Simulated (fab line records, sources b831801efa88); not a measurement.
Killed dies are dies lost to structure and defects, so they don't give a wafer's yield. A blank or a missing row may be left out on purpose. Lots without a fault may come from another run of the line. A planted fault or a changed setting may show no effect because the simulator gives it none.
Which tool did it? | flow gf180mcu | 6 lots, 18 wafers sampled, at 2 steps of a route of 602

WHAT THE GAUGES READ, wafer by wafer
GF_VT_IMPLANT_OVL_MEAS_29.
lot  | measured     | on         | VT_IMPLANT_02_OVL (nm)
L158 | day 7 03:22  | overlay-02 | 2.3 1.2 1.5
L161 | day 7 22:46  | overlay-02 | -1.5 -0.9 -2.3
L163 | day 8 09:32  | overlay-01 | 0.0 1.6 -2.0
L166 | day 9 06:59  | overlay-02 | -1.6 -2.3 -1.6
L170 | day 10 10:37 | overlay-01 | -2.8 -1.7 -2.8
L173 | day 11 06:37 | overlay-02 | - - -

WHICH TOOL RAN EACH LOT (tool, then ch and the chambers of the sampled wafers, then the start)
lot  | GF_VT_IMPLANT_DEVELOP_28
L158 | litho_track-04 ch 0, day 7 03:14
L161 | litho_track-01 ch 0, day 7 22:37
L163 | litho_track-02 ch 0, day 8 09:25
L166 | litho_track-01 ch 0, day 9 06:52
L170 | litho_track-02 ch 0, day 10 10:28
L173 | litho_track-02 ch 0, day 11 06:28
- GF_VT_IMPLANT_DEVELOP_28: develop time 60 s.

THE ANSWER, worked out from the rows above alone
Rule: what is usual is taken from the lots themselves. Put in order of their means at a reading, lots are off if they are a third of the lots or fewer, leave a main group of 4 or more, and stand apart from it by a gap of 3 or more times the standard deviation of the main group's means; of several such gaps the widest counts. A main group whose means are all the same, to the digits that the tables above print for the reading, isn't used. A lot without any number at a reading at which 4 lots or more have one is off too. The other lots that the step has rows for count as sound.
Off: L173, at GF_VT_IMPLANT_OVL_MEAS_29 (VT_IMPLANT_02_OVL). Without a number there: L173. The main group: mean -0.9 nm, standard deviation 1.5.
A tool fits if, at a process step before that reading, it ran every lot that is off, and no sound lot after the first of them. The gauges at GF_VT_IMPLANT_OVL_MEAS_29 are tried like those tools. Can't be told from this: 2 tools fit, litho_track-02 at GF_VT_IMPLANT_DEVELOP_28, overlay-02 at GF_VT_IMPLANT_OVL_MEAS_29.

WHAT THE SIMULATOR HAD PUT IN
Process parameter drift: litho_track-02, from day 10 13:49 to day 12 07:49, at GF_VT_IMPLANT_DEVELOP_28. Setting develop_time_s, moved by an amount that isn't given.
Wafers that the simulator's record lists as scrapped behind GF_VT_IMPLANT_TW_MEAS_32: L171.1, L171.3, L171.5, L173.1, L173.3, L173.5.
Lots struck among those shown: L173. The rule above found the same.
